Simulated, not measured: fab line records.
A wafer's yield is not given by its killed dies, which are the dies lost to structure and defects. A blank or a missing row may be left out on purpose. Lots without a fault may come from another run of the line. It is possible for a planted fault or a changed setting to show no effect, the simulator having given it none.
fab line records | flow sky130
record: lots: 6 wafers: 18 lastDay: 50
route steps=708 shown FIELD_ISO@1 PAD_OPEN@708
lots that met no fault: from a run of the same line without faults
startH: start of the lot's first displayed wafer, in hours after the record's first day | waitH: hours from the lot's prior step to this one | " unchanged from the row above | L1.1+2: a single row standing in for several wafers | - no value present, or no start provided | * or withheld: withheld | < > ~ a bound
route shown NAME@n: names a module that has steps shown in the file, with the first one's number in the route | usual: mean/standard deviation of fault-free wafers | same: alike in all rows | chamber/n: place in a boat | sites: readings site by site | _std_site: their standard deviation | _edge_site: inner sites' mean taken away from outer sites' mean | radiusMm: for every site, how far away it sits from the centre of the wafer | mask NAME#n: copy n | behind: tool/chamber where the wafer was last shaped | hold: why the lot went on hold/how many hours it stayed there/how the hold came to an end | device: whichever transistor did not switch (one of n, p or np) | end of line: tests of these same wafers at the route's end | step lacking rows: just its recipe | killed: the dies lost at the first sort to structure and to defects; this is not the yield of the wafer | map: a wafer's dies, x killed, . not, _ none there
set.NAME: the run value of the setting; set.NAME@STEP: its run value at that earlier step | model.NAME: the simulator's own value behind a step, which no gauge read
lots at selected steps of the route; one table per step, one row per wafer
services: a tool's chamber out of use, with start hour (startH, from the record's first day; less than 0 if before it), hours out, and reason
== steps ==
step: SKY_FIELD_ISO_BOW_MEAS_00
recipe: mode: bow
usual: INCOMING_BOW: 0/6.7
columns lot.wafer tool chamber startH waitH INCOMING_BOW[um]
L895.4 filmMetro-01 - 60.06 - 9
L895.5 " - " " -4
L895.6 " - " " 11
L899.1 filmMetro-03 - 80.00 - -3
L899.3 " - " " -1
L899.5 " - " " 1
L900.3 filmMetro-01 - 85.04 - 1
L900.4 " - " " 13
L900.5 " - " " -17
L903.3 filmMetro-03 - 100.04 - 0
L903.4 " - " " -1
L903.5 " - " " 9
L904.3 filmMetro-03 - 105.04 - -10
L904.4 " - " " -1
L904.5 " - " " -8
L908.1 filmMetro-03 - 125.00 - 1
L908.3 " - " " 6
L908.6 " - " " 6
step: SKY_FIELD_ISO_OXIDATION_01
recipe: tempC: 900 ambient: O2 stabiliseS: 600 purgeS: 300 targetThkA: 120 oxTimeS: 1843
step: SKY_FIELD_ISO_THK_MEAS_02
recipe: reads: SiO2_of_FIELD_ISO_OXIDATION_01
usual: FIELD_ISO_OXIDATION_00_THK: 11.91/0.22
columns lot.wafer tool chamber startH waitH FIELD_ISO_OXIDATION_00_THK[nm]
L895.4 filmMetro-01 - 62.55 0.0 12.23
L895.5 " - " " 12.19
L895.6 " - " " 12.08
L899.1 filmMetro-01 - 81.73 0.0 12.04
L899.3 " - " " 12.31
L899.5 " - " " 12.13
L900.3 filmMetro-03 - 86.65 0.0 12.08
L900.4 " - " " 12.16
L900.5 " - " " 12.00
L903.3 filmMetro-01 - 102.93 0.0 11.61
L903.4 " - " " 11.70
L903.5 " - " " 11.77
L904.3 filmMetro-03 - 106.65 0.0 11.98
L904.4 " - " " 12.08
L904.5 " - " " 12.10
L908.1 filmMetro-03 - 127.28 0.0 12.18
L908.3 " - " " 12.26
L908.6 " - " " 11.99
step: SKY_FIELD_ISO_CVD_03
recipe: material: Si3N4 precursor: DCS/NH3 targetThkNm: 165 tempC: 770 timeS: 2830 pressureMtorr: 250
step: SKY_FIELD_ISO_THK_MEAS_04
recipe: reads: Si3N4_of_FIELD_ISO_CVD_03
usual: FIELD_ISO_CVD_03_THK: 165.7/1.2
columns lot.wafer tool chamber startH waitH FIELD_ISO_CVD_03_THK[nm]
L895.4 filmMetro-01 - 64.40 0.0 165.1
L895.5 " - " " 166.1
L895.6 " - " " 165.3
L899.1 filmMetro-03 - 83.58 0.0 166.0
L899.3 " - " " 166.2
L899.5 " - " " 165.9
L900.3 filmMetro-03 - 88.94 0.0 166.0
L900.4 " - " " 166.9
L900.5 " - " " 165.4
L903.3 filmMetro-01 - 105.74 0.0 167.7
L903.4 " - " " 166.6
L903.5 " - " " 166.9
L904.3 filmMetro-04 - 108.89 0.0 165.9
L904.4 " - " " 165.3
L904.5 " - " " 165.5
L908.1 filmMetro-04 - 129.13 0.0 168.4
L908.3 " - " " 167.3
L908.6 " - " " 166.5
step: SKY_FIELD_ISO_DEHYDRATE_05
recipe: tempC: 200 timeS: 60
step: SKY_FIELD_ISO_HMDS_06
recipe: primeTimeS: 60 primeTempC: 120
step: SKY_FIELD_ISO_COAT_07
recipe: resist: BARC tempC: withheld timeS: withheld spinRpm: 3000 resistThkNm: 60
step: SKY_FIELD_ISO_COAT_08
recipe: resist: KrF-thick spinRpm: 3000 resistThkNm: 450
usual: exhaustPa: 44.7/0.83
columns lot.wafer tool chamber startH waitH exhaustPa model.KrF-thick_of_FIELD_ISO_COAT_08.thkNm
L895.4 lithoTrack-01 0 72 - 44.4 451.3
L895.5 " 0 " " 43.5 452.2
L895.6 " 0 " " 44.9 450.7
L899.1 lithoTrack-02 0 92 - 44.6 447.9
L899.3 " 0 " " 43.8 449.6
L899.5 " 0 " " 45.2 449.2
L900.3 lithoTrack-01 0 98 - 44.9 449.8
L900.4 " 0 " " 46.0 450.1
L900.5 " 0 " " 45.4 449.8
L903.3 lithoTrack-02 0 114 - 44.8 440
L903.4 " 0 " " 45.7 440
L903.5 " 0 " " 44.8 439.1
L904.3 lithoTrack-02 0 117 - 43.9 442.2
L904.4 " 0 " " 44.7 442.9
L904.5 " 0 118 - 44.0 443.5
L908.1 lithoTrack-01 0 138 - 46.0 453.5
L908.3 " 0 " " 45.8 452
L908.6 " 0 " " 44.5 450.8
step: SKY_FIELD_ISO_SOFTBAKE_09
recipe: tempC: 100 timeS: 90 resist: KrF-thick
step: SKY_FIELD_ISO_EXPOSE_10
recipe: maskId: FOM na: 0.68 sourceShape: annular sigmaInner: 0.4 sigmaOuter: 0.8 targetCdNm: 150 doseMj: 28
step: SKY_FIELD_ISO_PEB_11
recipe: pebTempC: withheld pebTimeS: withheld resist: KrF-thick
step: SKY_FIELD_ISO_DEVELOP_12
recipe: developTimeS: 60 resist: KrF-thick devTempC: 21
step: SKY_FIELD_ISO_CD_MEAS_13
recipe: targetCdNm: 150
usual: cdNm: 149.9/1.7
columns lot.wafer tool chamber startH waitH cdNm
L895.4 cdSem-01 - 81.19 - 151.9
L895.5 " - " " 151.6
L895.6 " - " " 150.3
L899.1 cdSem-02 - 101.17 - 149.3
L899.3 " - " " 151.0
L899.5 " - " " 151.8
L900.3 cdSem-01 - 107.02 - 147.3
L900.4 " - " " 148.7
L900.5 " - " " 147.7
L903.3 cdSem-02 - 124.36 - 149.5
L903.4 " - " " 149.0
L903.5 " - " " 148.5
L904.3 cdSem-02 - 127.36 - 150.6
L904.4 " - " " 149.8
L904.5 " - " " 151.0
L908.1 cdSem-02 - 148.87 - 148.7
L908.3 " - " " 148.2
L908.6 " - " " 148.6
step: SKY_FIELD_ISO_ETCH_14
recipe: chemistry: N2/H2 target: BARC ionEnergyEv: 200 sourceW: 500 biasW: 100 pressureMtorr: 30 n2FlowSccm: 100 h2FlowSccm: 200 stopOn: SiO2 timeS: 45.9 targetDepthA: 600
usual: drypumpMotorCurrentA: 5.9/0.55 oesProductAu: 0.854/0.0048 throttleValvePct: 13.224/0.0092
columns lot.wafer tool chamber startH waitH drypumpMotorCurrentA oesProductAu rfHoursCounterH throttleValvePct
L895.4 rieDiel-03 3 81.25 0.0 6.5 0.854 3 13.218
L895.5 " 3 " " 6.5 0.849 - 13.227
L895.6 " 2 " " 6.1 0.854 - 13.222
L899.1 rieDiel-01 2 101.29 0.1 6.7 0.853 128 13.220
L899.3 " 0 " " 5.5 0.847 5 13.216
L899.5 " 3 " " 5.6 0.854 - 13.224
L900.3 rieDiel-02 3 107.10 0.1 6.0 0.853 51 13.211
L900.4 " 1 " " 5.9 0.848 56 13.221
L900.5 " 1 " " 5.8 0.853 - 13.233
L903.3 rieDiel-02 2 124.44 0.1 6.2 0.860 100 13.242
L903.4 " 0 " " 5.2 0.857 17 13.194
L903.5 " 1 " " 5.8 0.855 - 13.223
L904.3 rieDiel-03 0 127.44 0.1 6.7 0.857 15 13.219
L904.4 " 2 " " 6.1 0.850 93 13.232
L904.5 " 0 " " 6.7 0.852 - 13.222
L908.1 rieDiel-01 3 148.99 0.1 5.6 0.855 78 13.235
L908.3 " 0 " " 5.5 0.854 6 13.213
L908.6 " 2 " " 6.7 0.861 - 13.229
step: SKY_FIELD_ISO_ETCH_15
recipe: chemistry: CHF3/O2 targetDepthNm: 180 stopOn: Si sourceW: 600 biasW: 200 pressureMtorr: 40 chf3FlowSccm: 50 O2_flow_sccm: 5 timeS: 72
usual: drypumpMotorCurrentA: 5.9/0.55 oesProductAu: 0.949/0.0062 throttleValvePct: 8.845/0.0097
columns lot.wafer tool chamber startH waitH drypumpMotorCurrentA oesProductAu rfHoursCounterH throttleValvePct model.KrF-thick_of_FIELD_ISO_COAT_08.thkNm
L895.4 rieDiel-03 3 81.29 0.0 6.4 0.947 3 8.829 237.1
L895.5 " 3 " " 6.4 0.953 - 8.843 235.5
L895.6 " 2 " " 6.1 0.949 - 8.839 237.6
L899.1 rieDiel-01 2 101.33 0.0 6.8 0.951 128 8.856 234.4
L899.3 " 0 " " 5.5 0.947 5 8.839 236.5
L899.5 " 3 " " 5.5 0.945 - 8.836 238.6
L900.3 rieDiel-02 3 107.14 0.0 6.0 0.950 51 8.839 237.5
L900.4 " 1 " " 5.8 0.949 56 8.826 238.3
L900.5 " 1 " " 5.8 0.937 - 8.833 238.1
L903.3 rieDiel-02 2 124.48 0.0 6.2 0.959 100 8.841 226.9
L903.4 " 0 " " 5.2 0.945 17 8.854 228.2
L903.5 " 1 " " 5.8 0.951 - 8.839 227
L904.3 rieDiel-03 0 127.48 0.0 6.6 0.946 15 8.854 225.6
L904.4 " 2 " " 6.1 0.945 93 8.843 229
L904.5 " 0 " " 6.6 0.946 - 8.834 226.9
L908.1 rieDiel-01 3 149.03 0.0 5.6 0.955 78 8.847 238.3
L908.3 " 0 " " 5.5 0.952 6 8.856 238.1
L908.6 " 2 " " 6.8 0.960 - 8.849 234.9
step: SKY_FIELD_ISO_STRIP_16
recipe: chemistry: O2/N2 powerW: 1400 pressureMtorr: 1500 platenTempC: withheld o2FlowSccm: 3000 n2FlowSccm: 300 overashFraction: 0.5
usual: drypumpMotorCurrentA: 5.14/0.18 oesProductAu: 0.378/0.0049 stripTimeToEndpointS: 3.548/0.027
columns lot.wafer tool chamber startH waitH drypumpMotorCurrentA oesProductAu rfHoursCounterH stripTimeToEndpointS
L895.4 plasmaAsher-01 1 81.38 0.1 5.04 0.374 - 3.554
L895.5 " 0 " " 5.08 0.380 - 3.545
L895.6 " 1 " " 5.03 0.376 - 3.543
L899.1 plasmaAsher-04 1 101.38 0.0 5.40 0.377 40 3.539
L899.3 " 1 " " 5.39 0.378 - 3.547
L899.5 " 1 " " 5.38 0.384 - 3.571
L900.3 plasmaAsher-01 0 107.23 0.1 5.07 0.384 - 3.565
L900.4 " 1 " " 4.98 0.382 - 3.566
L900.5 " 1 " " 5.02 0.384 - 3.576
L903.3 plasmaAsher-01 1 124.57 0.1 4.99 0.381 - 3.465
L903.4 " 0 " " 5.05 0.375 - 3.465
L903.5 " 0 " " 5.08 0.372 - 3.442
L904.3 plasmaAsher-01 0 127.57 0.1 5.06 0.373 - 3.436
L904.4 " 1 " " 5.01 0.368 - 3.462
L904.5 " 1 " " 5.03 0.375 - 3.438
L908.1 plasmaAsher-01 1 149.09 0.0 5.04 0.378 49 3.578
L908.3 " 1 " " 5.05 0.378 - 3.567
L908.6 " 0 " " 5.07 0.389 - 3.541
step: SKY_FIELD_ISO_ETCH_17
recipe: targetDepthA: 3420 maskMaterial: Si3N4 chemistry: HBr/Cl2/O2 target: Si taperDeg: 5 icpW: 600 biasW: 150 pressureMtorr: 15 HBr_flow_sccm: 150 Cl2_flow_sccm: 40 O2_flow_sccm: 6 timeS: 97.7
usual: drypumpMotorCurrentA: 6.0/0.41 mfcCl2Sccm: 40.00/0.13 oesProductAu: 0.996/0.0071 throttleValvePct: 25.659/0.0094
columns lot.wafer tool chamber startH waitH drypumpMotorCurrentA mfcCl2Sccm oesProductAu rfHoursCounterH throttleValvePct
L895.4 rieSi-02 1 81.45 0.0 5.5 39.88 1.004 75 25.663
L895.5 " 1 " " 5.5 39.87 1.003 - 25.672
L895.6 " 2 " " 6.1 39.92 0.997 - 25.665
L899.1 rieSi-01 0 101.48 0.1 5.4 39.92 1.001 138 25.646
L899.3 " 2 " " 6.5 40.12 0.993 1 25.649
L899.5 " 1 " " 6.6 40.00 0.989 - 25.655
L900.3 rieSi-01 0 107.30 0.0 5.4 39.87 0.995 138 25.662
L900.4 " 2 " " 6.6 40.11 0.995 1 25.657
L900.5 " 1 " " 6.6 39.89 1.003 - 25.669
L903.3 rieSi-01 3 124.64 0.0 5.9 39.98 0.975 11 25.673
L903.4 " 3 " " 5.9 39.79 0.987 - 25.671
L903.5 " 0 " " 5.4 39.74 0.996 - 25.659
L904.3 rieSi-01 3 127.64 0.0 5.9 39.97 0.985 11 25.654
L904.4 " 0 " " 5.4 40.15 0.999 138 25.659
L904.5 " 2 " " 6.5 40.15 1.002 - 25.655
L908.1 rieSi-01 2 149.19 0.1 6.5 40.04 0.996 1 25.658
L908.3 " 3 " " 5.9 39.88 0.997 11 25.664
L908.6 " 2 " " 6.5 39.69 0.992 - 25.670
step: SKY_PAD_OPEN_PROBE_99
usual: killed_at_M0_to_M3: 44/7.3 killed_at_M4_up: 3.0/1.9 killedAtContacts: 24/5 killedAtFrontEnd: 16/4.5 killedAtOther: 0.3/0.46 killedDies: 87/10 killedOpen: 47/8.3 killedShort: 39/6.4
same: grossDies: 492 killedAtBackSide: 0
columns lot.wafer tool chamber startH waitH killed_at_M0_to_M3 killed_at_M4_up killedAtContacts killedAtFrontEnd killedAtOther killedDies killedOpen killedShort
L900.3 prober-02 - 1162.85 0.2 45 6 23 18 0 92 52 40
L900.4 prober-02 - 1162.90 0.2 41 5 23 12 0 81 43 38
L900.5 prober-02 - 1162.95 0.2 43 1 16 13 1 74 33 41
L903.3 prober-01 - 1177.27 0.2 49 2 22 20 1 94 53 41
L903.4 prober-01 - 1177.32 0.2 43 1 21 13 0 78 36 42
L903.5 prober-01 - 1177.37 0.2 42 1 20 17 1 81 47 34
killed by level:class
L900.3 VIA1:geometricParticle:open=12 CONTACT:geometricParticle:open=9 VIA3:geometricParticle:open=7 FIELD_ISO:geometricParticle:open=6 VIA2:geometricParticle:open=6 METAL2:geometricParticle:short=6 LI_CONTACT:geometricParticle:open=5 FIELD_ISO:geometricParticle:short=4
L900.4 METAL1:geometricParticle:short=10 CONTACT:geometricParticle:open=9 VIA3:geometricParticle:open=8 VIA1:geometricParticle:open=6 LI_CONTACT:geometricParticle:open=6 FIELD_ISO:geometricParticle:open=5 METAL4:geometricParticle:short=4 VIA2:geometricParticle:short=4
L900.5 VIA1:geometricParticle:open=10 METAL1:geometricParticle:short=8 LI_CONTACT:geometricParticle:open=7 FIELD_ISO:geometricParticle:short=4 FIELD_ISO:geometricParticle:open=4 LI_CONTACT:geometricParticle:short=4 VIA2:geometricParticle:open=4 VIA3:geometricParticle:short=4
L903.3 CONTACT:geometricParticle:open=10 METAL1:geometricParticle:short=9 VIA1:geometricParticle:open=9 VIA2:geometricParticle:open=7 METAL3:geometricParticle:short=6 POLY_GATE:geometricParticle:open=5 LI_CONTACT:geometricParticle:open=5 LOCAL_INTERCONNECT:geometricParticle:short=5
L903.4 METAL2:geometricParticle:short=9 VIA1:geometricParticle:open=8 METAL1:geometricParticle:short=7 VIA2:geometricParticle:open=6 CONTACT:geometricParticle:open=6 LI_CONTACT:geometricParticle:open=5 CONTACT:geometricParticle:short=5 FIELD_ISO:geometricParticle:short=4
L903.5 CONTACT:geometricParticle:open=9 METAL2:geometricParticle:short=7 VIA1:geometricParticle:open=7 VIA3:geometricParticle:open=6 LI_CONTACT:geometricParticle:open=5 METAL1:geometricParticle:short=5 VIA2:geometricParticle:open=5 FIELD_ISO:geometricParticle:open=4
== services ==
columns tool chamber startH hours kind
rieDiel-03 - 56.87 1.0 repair
rieDiel-01 2 56.98 3.9 repair
rieDiel-02 - 61.20 28.1 pm
rieDiel-03 1 84.38 22.3 repair
rieDiel-02 1 98.64 4.0 repair
plasmaAsher-04 - 108.75 9.0 pm
plasmaAsher-04 0 108.75 9.0 ventCycle
plasmaAsher-04 1 108.75 9.0 ventCycle
plasmaAsher-04 0 117.75 - clean
plasmaAsher-04 1 117.75 - clean
plasmaAsher-04 - 120.03 15.6 pm
rieSi-01 1 120.89 5.7 repair
rieDiel-03 0 134.12 10.9 repair
rieSi-01 0 142.21 7.5 repair
rieDiel-03 - 148.56 2.8 pm
== key ==
firstSign: step: SKY_FIELD_ISO_STRIP_16 reading: stripTimeToEndpointS direction: down sigmas: 3.6 usual: * struck: *
effect none on later readings
modelEffect: step: SKY_FIELD_ISO_COAT_08 value: KrF-thick_of_FIELD_ISO_COAT_08.thkNm without: 450.4 struck: 441.3
modelEffect: step: SKY_FIELD_ISO_ETCH_15 value: KrF-thick_of_FIELD_ISO_COAT_08.thkNm without: 236.4 struck: 227.3
metAt SKY_FIELD_ISO_COAT_08
struckWafers L903.3,L903.4,L903.5,L904.3,L904.4,L904.5
testerLeftOut L903,L904
onsetBetween 92 114
fault: kind: processParameterDrift tool: lithoTrack-02 chamber: - onsetH: 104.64 steps: SKY_FIELD_ISO_COAT_08 channel: resistThkNm offset: -9.1207 shape: step endH: 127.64 actsIn: theseRecipesOnly stated: 450
testerLeftOut: of these lots the tester's yield and bins aren't shown, on N5 and GAA mostly nor the transistor test; their killed dies are dies lost to structure and defects alone, not to doping, threshold or leakage, so they don't give the yield
